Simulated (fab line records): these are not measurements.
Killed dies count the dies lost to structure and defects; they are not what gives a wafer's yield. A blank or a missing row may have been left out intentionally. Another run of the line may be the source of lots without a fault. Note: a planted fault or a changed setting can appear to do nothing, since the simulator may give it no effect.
Matching of chambers -- flow gf180mcu -- GF_V3_CMP_04 on cmp-02: 4 sister chambers
The step polishes SiO2. 4 wafers are shown with their chamber, then 12 later ones without.

EACH WAFER AND ITS CHAMBER
wafer,chamber,motor_current_A (A)
L177.3,2,10.9
L178.1,1,12.4
L178.2,3,13.1
L178.3,0,8.3

WAFERS MISSING THEIR CHAMBER
wafer,motor_current_A (A)
L179.1,12.4
L179.2,12.6
L179.4,10.4
L180.1,8.6
L180.2,12.4
L180.6,12.7
L188.1,8.4
L188.3,10.3
L188.4,13.3
L189.3,10.7
L189.5,10.5
L189.6,12.6

WHICH CHAMBER EACH WENT THROUGH
wafer,from the rows above,in truth
L179.1,1,1
L179.2,can't be placed: 1 or 3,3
L179.4,2,2
L180.1,0,0
L180.2,1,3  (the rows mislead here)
L180.6,can't be placed: 1 or 3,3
L188.1,0,0
L188.3,2,2
L188.4,3,3
L189.3,2,2
L189.5,2,2
L189.6,can't be placed: 1 or 3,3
Correct placement for 8 of the 12. These rows do not allow placing 3 (true chamber among the candidates in 3). Placed wrongly: 1.
How it was worked out, from the rows above alone: a wafer's distance from a chamber is the root of the sum, over the readings, of the square of ((its reading less the chamber's mean) divided by the reading's scatter). If the next closest chamber is less than 2 further off than the closest, the wafer can't be placed; otherwise it belongs to the closest. The mean given for a chamber averages the wafers shown for that chamber. The scatter: with one shown wafer a chamber, the root of the mean of the squares of how far each hidden wafer lies from its nearest shown one.
